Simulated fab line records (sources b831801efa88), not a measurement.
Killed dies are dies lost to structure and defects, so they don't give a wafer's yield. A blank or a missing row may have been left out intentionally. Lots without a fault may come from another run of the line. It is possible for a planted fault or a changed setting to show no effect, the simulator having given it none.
fab line records	flow gf180mcu
record: lots: 13	wafers: 39	lastDay: 35
route steps=602 shown STI@3 VT_IMPLANT@98 V2@398 M3@414
lots with no fault: from the same line, run without faults
startH: hours from the record's first day to the start of the lot's first wafer shown	waitH: time in hours since the lot's previous step	" repeats the value in the row above	L1.1+2: a single row standing in for several wafers	- no value, or no start given	* or withheld: withheld	< > ~ a bound
route shown NAME@n: a module of which the file shows steps, and the number in the route of the first	usual: the fault-free wafers' mean and standard deviation	same: alike in all rows	chamber/n: place in a boat	sites: each site's reading	_std_site: standard deviation of those values	_edge_site: outer sites' mean less inner sites'	radiusMm: how far each site lies from the wafer's centre	mask NAME#n: copy n	behind: the last tool/chamber to shape the wafer	hold: the reason the lot was held/the length of the hold in hours/how it ended	device: which transistor (n, p or np) failed to switch	end of line: tests of these same wafers at the route's end	where a step has no rows: the recipe by itself	killed: dies lost to structure and defects at the first sort, not the wafer's yield	map: shows each die of a wafer: x if killed, . if not, _ if none is there
set.NAME: the setting as run; set.NAME@STEP: as run at that earlier step	model.NAME: the simulator's own value behind a step, which no gauge read
steps of the route over a sample of lots; a table a step, a row a wafer
services: from which hour (startH, from the record's first day; less than 0 if before it) a tool's chamber was out of use, for how many hours, and why
== steps ==
step: GF_STI_THK_MEAS_02
recipe: reads: SiO2_of_STI_OXIDATION_01
usual: STI_OXIDATION_THK: 9.99/0.16
lot.wafer	tool	chamber	startH	waitH	STI_OXIDATION_THK[nm]
L220.1	filmMetro-02	-	16.56	0.0	9.75
L220.4	"	-	"	"	9.75
L220.6	"	-	"	"	9.73
L222.1	filmMetro-01	-	26.67	0.0	10.02
L222.4	"	-	"	"	9.96
L222.6	"	-	"	"	10.18
L223.1	filmMetro-01	-	31.51	0.0	9.75
L223.3	"	-	"	"	9.75
L223.6	"	-	"	"	9.81
L226.1	filmMetro-01	-	47.09	0.0	9.82
L226.3	"	-	"	"	9.96
L226.6	"	-	"	"	9.78
L227.1	filmMetro-02	-	53.32	0.0	9.96
L227.5	"	-	"	"	9.98
L227.6	"	-	"	"	9.96
L228.4	filmMetro-03	-	57.20	0.0	10.07
L228.5	"	-	"	"	9.83
L228.6	"	-	"	"	9.81
L229.2	filmMetro-03	-	61.52	0.0	10.06
L229.4	"	-	"	"	10.19
L229.6	"	-	"	"	10.21
L230.1	filmMetro-02	-	67.08	0.0	9.89
L230.3	"	-	"	"	10.18
L230.6	"	-	"	"	10.05
L233.4	filmMetro-02	-	82.62	0.0	10.06
L233.5	"	-	"	"	9.93
L233.6	"	-	"	"	10.10
L234.1	filmMetro-01	-	86.98	0.0	10.01
L234.2	"	-	"	"	9.99
L234.3	"	-	"	"	9.92
L238.2	filmMetro-02	-	106.52	0.0	9.97
L238.3	"	-	"	"	10.08
L238.6	"	-	"	"	9.96
L240.3	filmMetro-02	-	116.54	0.0	10.20
L240.5	"	-	"	"	10.15
L240.6	"	-	"	"	10.20
L242.2	filmMetro-03	-	127.11	0.0	10.16
L242.3	"	-	"	"	10.02
L242.6	"	-	"	"	10.25
step: GF_VT_IMPLANT_IMPLANT_08
recipe: species: BF2	energyKev: 20	doseCm2: 8.29e+12	tiltDeg: 7
usual: doseIonsCm2: 8.29e+12/9.7e+09	faradayCurrentUA: 47.0/0.99
lot.wafer	tool	chamber	startH	waitH	doseIonsCm2	faradayCurrentUA
L220.1	implanter-03	0	125.53	0.0	8.277e+12	48.2
L220.4	"	0	"	"	8.282e+12	47.6
L220.6	"	0	"	"	8.281e+12	47.9
L222.1	implanter-04	0	135.73	0.0	8.299e+12	48.1
L222.4	"	0	"	"	8.293e+12	46.4
L222.6	"	0	"	"	8.299e+12	44.5
L223.1	implanter-04	0	142.69	0.0	8.285e+12	46.6
L223.3	"	0	"	"	8.289e+12	47.1
L223.6	"	0	"	"	8.299e+12	46.4
L226.1	implanter-04	0	165.60	0.0	8.284e+12	47.8
L226.3	"	0	"	"	8.281e+12	47.2
L226.6	"	0	"	"	8.28e+12	47.5
L227.1	implanter-04	0	165.79	0.0	8.29e+12	47.5
L227.5	"	0	"	"	8.296e+12	48.1
L227.6	"	0	"	"	8.294e+12	46.5
L228.4	implanter-03	0	168.52	0.1	8.277e+12	47.5
L228.5	"	0	"	"	8.289e+12	46.4
L228.6	"	0	"	"	8.289e+12	48.6
L229.2	implanter-04	0	171.30	0.0	8.284e+12	45.9
L229.4	"	0	"	"	8.297e+12	46.3
L229.6	"	0	"	"	8.291e+12	47.0
L230.1	implanter-04	0	179.89	0.0	8.283e+12	48.1
L230.3	"	0	"	"	8.272e+12	47.5
L230.6	"	0	"	"	8.277e+12	46.3
L233.4	implanter-04	0	201.07	0.1	8.277e+12	47.4
L233.5	"	0	"	"	8.286e+12	47.8
L233.6	"	0	"	"	8.285e+12	46.7
L234.1	implanter-03	0	203.78	0.0	8.299e+12	46.5
L234.2	"	0	"	"	8.311e+12	47.3
L234.3	"	0	"	"	8.313e+12	47.5
L238.2	implanter-04	0	232.42	0.0	9.138e+12	52.2
L238.3	"	0	"	"	9.136e+12	50.9
L238.6	"	0	"	"	9.136e+12	52.5
L240.3	implanter-04	0	244.64	0.1	9.131e+12	53.0
L240.5	"	0	"	"	9.135e+12	52.2
L240.6	"	0	"	"	9.147e+12	51.1
L242.2	implanter-02	0	260.17	0.0	8.293e+12	46.1
L242.3	"	0	"	"	8.285e+12	44.9
L242.6	"	0	"	"	8.289e+12	48.7
step: GF_VT_IMPLANT_TW_MEAS_10
usual: VT_IMPLANT_TW: 564/4.8
lot.wafer	tool	chamber	startH	waitH	VT_IMPLANT_TW
L220.1	filmMetro-02	-	125.78	0.1	558
L220.4	"	-	"	"	556
L220.6	"	-	"	"	561
L222.1	filmMetro-02	-	135.98	0.1	558
L222.4	"	-	"	"	560
L222.6	"	-	"	"	558
L223.1	filmMetro-03	-	142.94	0.1	557
L223.3	"	-	"	"	558
L223.6	"	-	"	"	558
L226.1	filmMetro-02	-	165.85	0.1	561
L226.3	"	-	"	"	560
L226.6	"	-	"	"	563
L227.1	filmMetro-03	-	166.04	0.1	563
L227.5	"	-	"	"	563
L227.6	"	-	"	"	560
L228.4	filmMetro-02	-	168.73	0.1	562
L228.5	"	-	"	"	559
L228.6	"	-	"	"	560
L229.2	filmMetro-04	-	171.54	0.1	567
L229.4	"	-	"	"	568
L229.6	"	-	"	"	571
L230.1	filmMetro-04	-	180.14	0.1	575
L230.3	"	-	"	"	573
L230.6	"	-	"	"	572
L233.4	filmMetro-04	-	201.28	0.1	573
L233.5	"	-	"	"	572
L233.6	"	-	"	"	571
L234.1	filmMetro-02	-	204.03	0.1	561
L234.2	"	-	"	"	562
L234.3	"	-	"	"	564
L238.2	filmMetro-04	-	232.65	0.1	586
L238.3	"	-	"	"	590
L238.6	"	-	"	"	586
L240.3	filmMetro-02	-	244.86	0.1	579
L240.5	"	-	"	"	581
L240.6	"	-	"	"	583
L242.2	filmMetro-02	-	260.40	0.1	566
L242.3	"	-	"	"	563
L242.6	"	-	"	"	563
step: GF_V2_ETCH_16
recipe: chemistry: N2/H2	targetDepthA: withheld	overetchA: withheld	timeS: withheld	target: BARC	ionEnergyEv: 200	sourceW: 500	biasW: 100	pressureMtorr: 30	n2FlowSccm: 100	h2FlowSccm: 200
usual: drypumpMotorCurrentA: 5.9/0.46	oesProductAu: 0.855/0.0045	throttleValvePct: 13.226/0.0089
lot.wafer	tool	chamber	startH	waitH	drypumpMotorCurrentA	oesProductAu	throttleValvePct
L220.1	rieDiel-02	0	492.94	0.0	6.2	0.865	13.230
L220.4	"	2	"	"	5.8	0.853	13.209
L220.6	"	2	"	"	5.8	0.856	13.217
L222.1	rieDiel-03	3	507.36	0.0	6.8	0.857	13.220
L222.4	"	0	"	"	5.9	0.851	13.220
L222.6	"	1	"	"	5.8	0.865	13.235
L223.1	rieDiel-02	3	519.21	0.0	5.5	0.852	13.236
L223.3	"	2	"	"	5.8	0.852	13.221
L223.6	"	1	"	"	5.2	0.860	13.236
L227.1	rieDiel-03	0	558.11	0.0	5.9	0.860	13.223
L227.5	"	0	"	"	5.9	0.859	13.240
L227.6	"	3	"	"	6.8	0.855	13.239
L226.1	rieDiel-02	1	559.21	0.0	5.2	0.861	13.232
L226.3	"	3	"	"	5.5	0.862	13.217
L226.6	"	1	"	"	5.2	0.855	13.228
L229.2	rieDiel-01	3	562.76	0.0	6.2	0.855	13.223
L229.4	"	3	"	"	6.1	0.865	13.227
L229.6	"	1	"	"	6.4	0.864	13.232
L228.4	rieDiel-01	2	564.43	0.0	6.3	0.857	13.231
L228.5	"	1	"	"	6.5	0.856	13.210
L228.6	"	3	"	"	6.1	0.854	13.213
L230.1	rieDiel-03	3	568.46	0.0	6.8	0.850	13.217
L230.3	"	2	"	"	5.2	0.856	13.227
L230.6	"	3	"	"	6.7	0.856	13.222
L233.4	rieDiel-03	1	593.21	0.0	5.8	0.860	13.214
L233.5	"	0	"	"	5.8	0.853	13.224
L233.6	"	3	"	"	6.7	0.848	13.226
L234.1	rieDiel-03	3	603.89	0.0	6.7	0.861	13.226
L234.2	"	2	"	"	5.3	0.858	13.229
L234.3	"	0	"	"	5.9	0.855	13.247
L238.2	rieDiel-02	3	635.14	0.0	5.5	0.849	13.243
L238.3	"	0	"	"	6.2	0.851	13.226
L238.6	"	0	"	"	6.2	0.856	13.227
L240.3	rieDiel-03	1	650.46	0.0	5.8	0.853	13.236
L240.5	"	0	"	"	5.9	0.856	13.219
L240.6	"	3	"	"	6.7	0.852	13.231
L242.2	rieDiel-03	0	660.36	0.0	5.9	0.857	13.232
L242.3	"	1	"	"	5.7	0.855	13.221
L242.6	"	3	"	"	6.7	0.866	13.226
step: GF_M3_RS_MEAS_05
recipe: thkMeasGauge: four-point-probe	reads: TiN_of_M3_SPUTTER_04+Ti_of_M3_SPUTTER_03+AlCu_of_M3_SPUTTER_02+TiN_of_M3_SPUTTER_01+Ti_of_M3_SPUTTER_00
usual: M3_ALCU_RS: 0.0699/0.0007
lot.wafer	tool	chamber	startH	waitH	M3_ALCU_RS[ohm/sq]
L220.1	filmMetro-03	-	494.53	0.0	0.0700
L220.4	"	-	"	"	0.0696
L220.6	"	-	"	"	0.0702
L222.1	filmMetro-02	-	509.10	0.0	0.0701
L222.4	"	-	"	"	0.0695
L222.6	"	-	"	"	0.0698
L223.1	filmMetro-04	-	520.80	0.0	0.0691
L223.3	"	-	"	"	0.0686
L223.6	"	-	"	"	0.0686
L227.1	filmMetro-04	-	559.69	0.0	0.0692
L227.5	"	-	"	"	0.0697
L227.6	"	-	"	"	0.0696
L226.1	filmMetro-04	-	560.79	0.0	0.0710
L226.3	"	-	"	"	0.0696
L226.6	"	-	"	"	0.0698
L229.2	filmMetro-02	-	564.47	0.0	0.0692
L229.4	"	-	"	"	0.0699
L229.6	"	-	"	"	0.0680
L228.4	filmMetro-03	-	566.23	0.1	0.0707
L228.5	"	-	"	"	0.0702
L228.6	"	-	"	"	0.0705
L230.1	filmMetro-03	-	570.18	0.0	0.0704
L230.3	"	-	"	"	0.0701
L230.6	"	-	"	"	0.0696
L233.4	filmMetro-04	-	594.85	0.1	0.0697
L233.5	"	-	"	"	0.0708
L233.6	"	-	"	"	0.0706
L234.1	filmMetro-02	-	605.47	0.0	0.0700
L234.2	"	-	"	"	0.0702
L234.3	"	-	"	"	0.0708
L238.2	filmMetro-02	-	636.77	0.0	0.0694
L238.3	"	-	"	"	0.0688
L238.6	"	-	"	"	0.0688
L240.3	filmMetro-03	-	652.08	0.1	0.0695
L240.5	"	-	"	"	0.0692
L240.6	"	-	"	"	0.0687
L242.2	filmMetro-04	-	662.02	0.0	0.0697
L242.3	"	-	"	"	0.0703
L242.6	"	-	"	"	0.0699
== services ==
tool	chamber	startH	hours	kind
rieDiel-03	2	143.49	5.5	repair
rieDiel-03	3	193.90	69.3	repair
rieDiel-03	1	202.11	14.1	repair
rieDiel-03	-	211.00	0.6	repair
rieDiel-03	2	218.05	20.4	repair
rieDiel-03	0	267.03	1.7	repair
rieDiel-03	0	268.78	22.2	repair
rieDiel-03	-	318.11	14.6	pm
rieDiel-03	3	342.43	23.6	repair
rieDiel-03	1	410.56	14.7	repair
rieDiel-03	-	431.50	0.3	repair
rieDiel-03	3	459.00	14.7	repair
rieDiel-03	-	484.74	0.4	repair
implanter-04	-	500.54	6.1	repair
implanter-04	-	515.17	1.1	repair
implanter-04	-	525.02	2.0	repair
implanter-04	-	549.72	6.5	pm
implanter-04	-	557.67	5.3	repair
rieDiel-03	0	564.23	9.4	repair
implanter-04	-	574.55	3.2	repair
implanter-04	-	576.96	1.3	repair
rieDiel-03	1	601.38	5.9	repair
implanter-04	-	604.95	3.8	repair
rieDiel-03	1	610.27	7.1	repair
== key ==
firstSign: step: GF_VT_IMPLANT_IMPLANT_08	reading: doseIonsCm2	direction: up	sigmas: 88	usual: 8.29e+12	struck: 9.137e+12
effect: step: GF_VT_IMPLANT_IMPLANT_08	reading: faradayCurrentUA	direction: up	sigmas: 5.1	usual: 47.0	struck: 52.0
effect: step: GF_VT_IMPLANT_TW_MEAS_10	reading: VT_IMPLANT_TW	direction: up	sigmas: 4.1	usual: 564	struck: 584
metAt GF_VT_IMPLANT_IMPLANT_08
struckLots L238,L240
testerLeftOut L238,L240
notActingAt GF_STI_THK_MEAS_02,GF_V2_ETCH_16,GF_M3_RS_MEAS_05
onsetBetween 201.07 232.42
fault: kind: processParameterDrift	tool: implanter-04	chamber: -	onsetH: 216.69	steps: GF_VT_IMPLANT_IMPLANT_08	channel: doseCm2	offset: 8.4565e+11	shape: step	endH: 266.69	actsIn: theseRecipesOnly	stated: 8.29e+12
testerLeftOut: of these lots the tester's yield and bins aren't shown, on N5 and GAA mostly nor the transistor test; their killed dies are dies lost to structure and defects alone, not to doping, threshold or leakage, so they don't give the yield
